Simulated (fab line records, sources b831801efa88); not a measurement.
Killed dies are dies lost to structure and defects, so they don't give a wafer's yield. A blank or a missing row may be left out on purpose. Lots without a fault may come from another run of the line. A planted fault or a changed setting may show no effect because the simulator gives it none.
fab line records | flow sky130
record lots=6 wafers=18 last_day=49
route steps=708 shown LDD_HVN@269 LDD_HVP@278 PAD_OPEN@708
lots that met no fault: from a run of the same line without faults
start_h: hours from the record's first day to the start of the lot's first wafer shown | wait_h: hours since the lot's step before | " the same as in the row above | L1.1+2: a row that stands for several wafers | - no value, or no start given | * or withheld: withheld | < > ~ a bound
route shown NAME@n: a module of which the file shows steps, and the number in the route of the first | usual: mean/standard deviation of fault-free wafers | same: alike in all rows | chamber/n: place in a boat | sites: the reading at each site | _std_site: their standard deviation | _edge_site: outer sites' mean less inner sites' | radius_mm: how far each site lies from the wafer's centre | mask NAME#n: copy n | behind: the tool/chamber that last shaped the wafer | hold: why the lot was held/for how many hours/how that ended | device: the transistor (n, p or np) that didn't switch | end of line: the same wafers' tests at the end of the route | a step without rows: its recipe alone | killed: dies lost to structure and defects at the first sort, not the wafer's yield | map: a wafer's dies, x killed, . not, _ none there
set.NAME: the setting as run; set.NAME@STEP: as run at that earlier step | model.NAME: the simulator's own value behind a step, which no gauge read
lots at some steps of the route; a table a step, a row a wafer
services: from which hour (start_h, from the record's first day; less than 0 if before it) a tool's chamber was out of use, for how many hours, and why
## steps
# step SKY_LDD_HVN_COAT_02
# recipe resist=NOVOLAK spin_rpm=3000 resist_thk_nm=300
# step SKY_LDD_HVN_SOFTBAKE_03
# recipe temp_c=90 time_s=60 resist=NOVOLAK
# step SKY_LDD_HVN_EXPOSE_04
# recipe mask_id=HVNTM na=0.6 source_shape=conventional sigma_outer=0.6 polarization=unpolarized target_cd_nm=700 dose_mj=127
# step SKY_LDD_HVN_PEB_05
# recipe temp_c=withheld time_s=* resist=NOVOLAK
# step SKY_LDD_HVN_DEVELOP_06
# recipe resist=NOVOLAK developer=TMAH develop_time_s=60 dev_temp_c=23
# step SKY_LDD_HVN_OVL_MEAS_07
# usual LDD_HVN_OVL=0.9/1.6
# columns lot.wafer tool chamber start_h wait_h LDD_HVN_OVL[nm]
L622.1 overlay-02 - 491.45 0.1 1.2
L622.5 " - " " -1.2
L622.6 " - " " -0.2
L626.2 overlay-02 - 522.70 0.1 3.3
L626.3 " - " " 3.9
L626.5 " - " " 2.5
L630.1 overlay-01 - 554.56 0.1 1.0
L630.2 " - " " -1.0
L630.6 " - " " -0.6
L631.2 overlay-01 - 563.40 0.1 -0.4
L631.3 " - " " 0.3
L631.6 " - " " -0.6
L633.3 overlay-01 - 572.29 0.1 1.1
L633.5 " - " " 2.9
L633.6 " - " " 1.5
L640.2 overlay-02 - 634.35 0.1 2.0
L640.3 " - " " 0.8
L640.6 " - " " 1.2
# step SKY_LDD_HVN_IMPLANT_08
# recipe species=P energy_kev=60 dose_cm2=3e+13 tilt_deg=40
# step SKY_LDD_HVN_STRIP_09
# recipe chemistry=O2/N2 power_w=1400 pressure_mtorr=1500 platen_temp_c=withheld o2_flow_sccm=3000 n2_flow_sccm=300 overash_fraction=0.5
# usual drypump_motor_current_A=5.6/0.52 oes_product_au=0.408/0.0051 strip_time_to_endpoint_s=4.133/0.016
# columns lot.wafer tool chamber start_h wait_h drypump_motor_current_A oes_product_au rf_hours_counter_h strip_time_to_endpoint_s
L622.1 plasma_asher-02 0 491.63 0.1 5.6 0.400 89 4.148
L622.5 " 0 " " 5.6 0.414 - 4.140
L622.6 " 1 " " 5.3 0.411 - 4.135
L626.2 plasma_asher-04 0 522.88 0.1 6.0 0.404 39 4.133
L626.3 " 1 " " 6.5 0.401 - 4.134
L626.5 " 0 " " 6.0 0.403 - 4.150
L630.1 plasma_asher-02 0 554.75 0.1 5.6 0.398 96 4.130
L630.2 " 1 " " 5.3 0.415 96 4.109
L630.6 " 0 " " 5.6 0.409 - 4.149
L631.2 plasma_asher-04 0 563.58 0.1 6.0 0.400 43 4.132
L631.3 " 0 " " 6.0 0.406 - 4.137
L631.6 " 1 " " 6.5 0.407 - 4.119
L633.3 plasma_asher-02 1 572.49 0.1 5.3 0.409 - 4.149
L633.5 " 1 " " 5.3 0.411 - 4.160
L633.6 " 0 " " 5.6 0.403 - 4.124
L640.2 plasma_asher-02 0 634.53 0.1 5.6 0.409 104 4.137
L640.3 " 0 " " 5.6 0.403 - 4.144
L640.6 " 0 " " 5.6 0.402 - 4.146
# step SKY_LDD_HVN_TW_MEAS_10
# usual LDD_HVN_TW=1414/14
# columns lot.wafer tool chamber start_h wait_h LDD_HVN_TW
L622.1 film_metro-03 - 491.73 0.1 1411
L622.5 " - " " 1412
L622.6 " - " " 1408
L626.2 film_metro-02 - 522.99 0.1 1440
L626.3 " - " " 1440
L626.5 " - " " 1436
L630.1 film_metro-02 - 554.85 0.1 1445
L630.2 " - " " 1444
L630.6 " - " " 1446
L631.2 film_metro-01 - 563.69 0.1 1404
L631.3 " - " " 1399
L631.6 " - " " 1399
L633.3 film_metro-03 - 572.58 0.1 1408
L633.5 " - " " 1408
L633.6 " - " " 1419
L640.2 film_metro-02 - 634.64 0.1 1432
L640.3 " - " " 1431
L640.6 " - " " 1438
# step SKY_LDD_HVP_DEHYDRATE_00
# recipe temp_c=200 time_s=60
# step SKY_LDD_HVP_HMDS_01
# recipe prime_time_s=60 prime_temp_c=120
# step SKY_LDD_HVP_COAT_02
# recipe resist=NOVOLAK spin_rpm=3000 resist_thk_nm=300
# step SKY_LDD_HVP_SOFTBAKE_03
# recipe temp_c=90 time_s=60 resist=NOVOLAK
# usual heater_power_total_W=56.60/0.042 plate_temp_C=89.98/0.13
# columns lot.wafer tool chamber start_h wait_h heater_power_total_W plate_temp_C
L622.1 litho_track-04 0 506.13 0.1 56.56 90.11
L622.5 " 0 " " 56.61 90.18
L622.6 " 0 " " 56.57 90.24
L626.2 litho_track-01 0 537.17 0.1 56.62 89.92
L626.3 " 0 " " 56.56 89.77
L626.5 " 0 " " 56.66 89.62
L630.1 litho_track-04 0 568.98 0.1 55.90 89.20
L630.2 " 0 " " 55.84 89.23
L630.6 " 0 " " 56.00 89.27
L631.2 litho_track-04 0 577.75 0.1 55.92 89.28
L631.3 " 0 " " 55.90 89.41
L631.6 " 0 " " 55.89 89.36
L633.3 litho_track-01 0 586.55 0.1 56.61 89.91
L633.5 " 0 " " 56.55 89.91
L633.6 " 0 " " 56.59 89.92
L640.2 litho_track-01 0 648.77 0.1 56.60 90.27
L640.3 " 0 " " 56.59 89.84
L640.6 " 0 " " 56.54 89.97
# step SKY_LDD_HVP_EXPOSE_04
# recipe mask_id=HVPTM na=0.6 source_shape=conventional sigma_outer=0.6 polarization=unpolarized target_cd_nm=700 dose_mj=86
# step SKY_PAD_OPEN_PROBE_99
# usual killed_at_M0_to_M3=43/6.5 killed_at_M4_up=3.3/2 killed_at_contacts=24/5.2 killed_at_front_end=16/4.2 killed_at_other=0.3/0.6 killed_dies=87/9.3 killed_on_rim=18/4.2 killed_open=47/7.8 killed_short=39/6.2
# same gross_dies=492 killed_at_back_side=0
# columns lot.wafer tool chamber start_h wait_h killed_at_M0_to_M3 killed_at_M4_up killed_at_contacts killed_at_front_end killed_at_other killed_dies killed_on_rim killed_open killed_short
L622.1 prober-01 - 1088.34 0.1 54 2 22 23 2 103 18 60 43
L622.5 prober-01 - 1088.54 0.2 47 3 28 17 0 95 31 56 39
L622.6 prober-01 - 1088.59 0.2 39 8 23 12 0 82 16 47 35
L626.2 prober-02 - 1111.60 0.1 32 4 29 13 0 78 17 49 29
L626.3 prober-02 - 1111.65 0.2 37 2 34 19 0 92 21 47 45
L626.5 prober-02 - 1111.75 0.2 38 6 31 14 1 90 17 53 37
L630.1 prober-01 - 1131.14 0.1 42 5 26 19 2 94 16 59 35
L630.2 prober-01 - 1131.19 0.1 55 8 25 19 0 107 23 58 49
L630.6 prober-01 - 1131.39 0.2 56 0 18 9 1 84 15 43 41
L631.2 prober-02 - 1138.64 0.1 35 2 26 10 0 73 17 35 38
L631.3 prober-02 - 1138.69 0.2 43 6 19 22 0 90 12 48 42
L631.6 prober-02 - 1138.84 0.2 45 1 27 15 1 89 13 54 35
L633.3 prober-01 - 1144.50 0.2 37 2 26 19 0 84 19 41 43
L633.5 prober-01 - 1144.60 0.2 36 4 21 12 3 76 10 42 34
L633.6 prober-01 - 1144.65 0.2 34 5 25 19 0 83 17 46 37
L640.2 prober-01 - 1181.60 0.1 42 4 21 19 0 86 9 53 33
L640.3 prober-01 - 1181.65 0.2 40 5 29 14 0 88 11 38 49
L640.6 prober-01 - 1181.80 0.2 43 4 25 17 0 89 14 45 43
# killed by level:class
L622.1 VIA1:geometric_particle:open=19 FIELD_ISO:geometric_particle:short=10 FIELD_ISO:geometric_particle:open=7 LI_CONTACT:geometric_particle:open=7 CONTACT:geometric_particle:open=7 VIA3:geometric_particle:open=7 METAL2:geometric_particle:short=6 METAL1:geometric_particle:short=5
L622.5 CONTACT:geometric_particle:open=13 VIA1:geometric_particle:open=13 VIA3:geometric_particle:open=7 FIELD_ISO:geometric_particle:short=6 LI_CONTACT:geometric_particle:open=6 METAL1:geometric_particle:short=6 VIA2:geometric_particle:open=5 METAL2:geometric_particle:short=4
L622.6 VIA3:geometric_particle:open=12 LI_CONTACT:geometric_particle:open=7 CONTACT:geometric_particle:open=7 METAL2:geometric_particle:short=7 VIA3:geometric_particle:short=5 LOCAL_INTERCONNECT:geometric_particle:short=5 METAL4:geometric_particle:short=5 POLY_GATE:geometric_particle:open=4
L626.2 CONTACT:geometric_particle:open=16 VIA1:geometric_particle:open=12 LI_CONTACT:geometric_particle:open=7 FIELD_ISO:geometric_particle:open=6 METAL2:geometric_particle:short=6 METAL4:geometric_particle:short=4 VIA2:geometric_particle:open=4 LOCAL_INTERCONNECT:geometric_particle:short=3
L626.3 VIA2:geometric_particle:open=11 CONTACT:geometric_particle:short=10 CONTACT:geometric_particle:open=9 METAL1:geometric_particle:short=8 FIELD_ISO:geometric_particle:short=7 LI_CONTACT:geometric_particle:open=7 FIELD_ISO:geometric_particle:open=4 POLY_GATE:geometric_particle:open=4
L626.5 CONTACT:geometric_particle:open=12 CONTACT:geometric_particle:short=10 VIA2:geometric_particle:open=8 VIA1:geometric_particle:open=7 LI_CONTACT:geometric_particle:open=6 FIELD_ISO:geometric_particle:short=5 METAL3:geometric_particle:short=5 FIELD_ISO:geometric_particle:open=4
L630.1 CONTACT:geometric_particle:open=14 VIA1:geometric_particle:open=10 LI_CONTACT:geometric_particle:open=9 VIA1:geometric_particle:short=8 VIA2:geometric_particle:open=7 POLY_GATE:geometric_particle:short=5 VIA3:geometric_particle:open=5 POLY_GATE:geometric_particle:open=4
L630.2 VIA1:geometric_particle:open=14 VIA2:geometric_particle:short=8 VIA3:geometric_particle:open=7 LI_CONTACT:geometric_particle:open=6 CONTACT:geometric_particle:open=6 FIELD_ISO:geometric_particle:short=5 METAL1:geometric_particle:short=5 VIA2:geometric_particle:open=5
L630.6 VIA1:geometric_particle:open=15 VIA1:geometric_particle:short=8 CONTACT:geometric_particle:open=7 VIA3:geometric_particle:short=7 METAL1:geometric_particle:short=6 METAL2:geometric_particle:short=6 LI_CONTACT:geometric_particle:open=5 VIA2:geometric_particle:open=5
L631.2 CONTACT:geometric_particle:open=10 METAL2:geometric_particle:short=7 FIELD_ISO:geometric_particle:short=7 LI_CONTACT:geometric_particle:open=6 VIA1:geometric_particle:short=6 VIA2:geometric_particle:open=6 VIA1:geometric_particle:open=5 LI_CONTACT:geometric_particle:short=4
L631.3 VIA1:geometric_particle:open=17 POLY_GATE:geometric_particle:short=8 LI_CONTACT:geometric_particle:open=8 METAL2:geometric_particle:short=7 FIELD_ISO:geometric_particle:short=4 CONTACT:geometric_particle:short=4 VIA2:geometric_particle:open=4 METAL1:geometric_particle:short=4
L631.6 VIA1:geometric_particle:open=10 LI_CONTACT:geometric_particle:open=8 VIA3:geometric_particle:open=8 CONTACT:geometric_particle:open=7 CONTACT:geometric_particle:short=5 SPACER:geometric_particle:open=4 VIA3:geometric_particle:short=4 METAL1:geometric_particle:open=4
L633.3 VIA1:geometric_particle:open=10 POLY_GATE:geometric_particle:short=9 LI_CONTACT:geometric_particle:open=7 CONTACT:geometric_particle:open=7 CONTACT:geometric_particle:short=5 METAL2:geometric_particle:short=4 FIELD_ISO:geometric_particle:short=4 FIELD_ISO:geometric_particle:open=4
L633.5 VIA2:geometric_particle:open=7 CONTACT:geometric_particle:open=6 LI_CONTACT:geometric_particle:open=6 VIA1:geometric_particle:short=6 POLY_GATE:geometric_particle:open=5 VIA1:geometric_particle:open=5 VIA3:geometric_particle:open=5 LOCAL_INTERCONNECT:geometric_particle:short=4
L633.6 CONTACT:geometric_particle:open=11 VIA1:geometric_particle:open=10 VIA2:geometric_particle:open=8 LOCAL_INTERCONNECT:geometric_particle:short=7 POLY_GATE:geometric_particle:open=6 VIA1:geometric_particle:short=6 FIELD_ISO:geometric_particle:short=5 POLY_GATE:geometric_particle:short=5
L640.2 VIA1:geometric_particle:open=14 VIA2:geometric_particle:open=8 METAL1:geometric_particle:short=6 LI_CONTACT:geometric_particle:open=6 CONTACT:geometric_particle:open=6 POLY_GATE:geometric_particle:short=5 CONTACT:geometric_particle:short=5 VIA3:geometric_particle:open=5
L640.3 VIA1:geometric_particle:open=12 LOCAL_INTERCONNECT:geometric_particle:short=10 CONTACT:geometric_particle:open=8 METAL1:geometric_particle:short=7 METAL2:geometric_particle:short=7 FIELD_ISO:geometric_particle:short=6 LI_CONTACT:geometric_particle:open=5 METAL4:geometric_particle:short=5
L640.6 FIELD_ISO:geometric_particle:open=7 LI_CONTACT:geometric_particle:open=7 FIELD_ISO:geometric_particle:short=6 CONTACT:geometric_particle:open=6 VIA3:geometric_particle:open=6 VIA1:geometric_particle:open=6 METAL1:geometric_particle:short=5 VIA1:geometric_particle:short=5
## services
# columns tool chamber start_h hours kind
plasma_asher-04 - 547.36 5.3 repair
plasma_asher-02 - 556.55 1.0 repair
## key
first_sign step=SKY_LDD_HVP_SOFTBAKE_03 reading=heater_power_total_W direction=down sigmas=16 usual=* struck=*
effect step=SKY_LDD_HVP_SOFTBAKE_03 reading=plate_temp_C direction=down sigmas=5.2 usual=* struck=*
met_at SKY_LDD_HVP_SOFTBAKE_03
struck_wafers L630.1,L630.2,L630.6,L631.2,L631.3,L631.6
tester_left_out L630,L631
onset_between 506.13 568.98
fault kind=process_parameter_drift tool=litho_track-04 chamber=- onset_h=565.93 steps=SKY_LDD_HVP_SOFTBAKE_03 channel=temp_c offset=* shape=step end_h=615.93 acts_in=* stated=*
# tester_left_out: of these lots the tester's yield and bins aren't shown, on N5 and GAA mostly nor the transistor test; their killed dies are dies lost to structure and defects alone, not to doping, threshold or leakage, so they don't give the yield
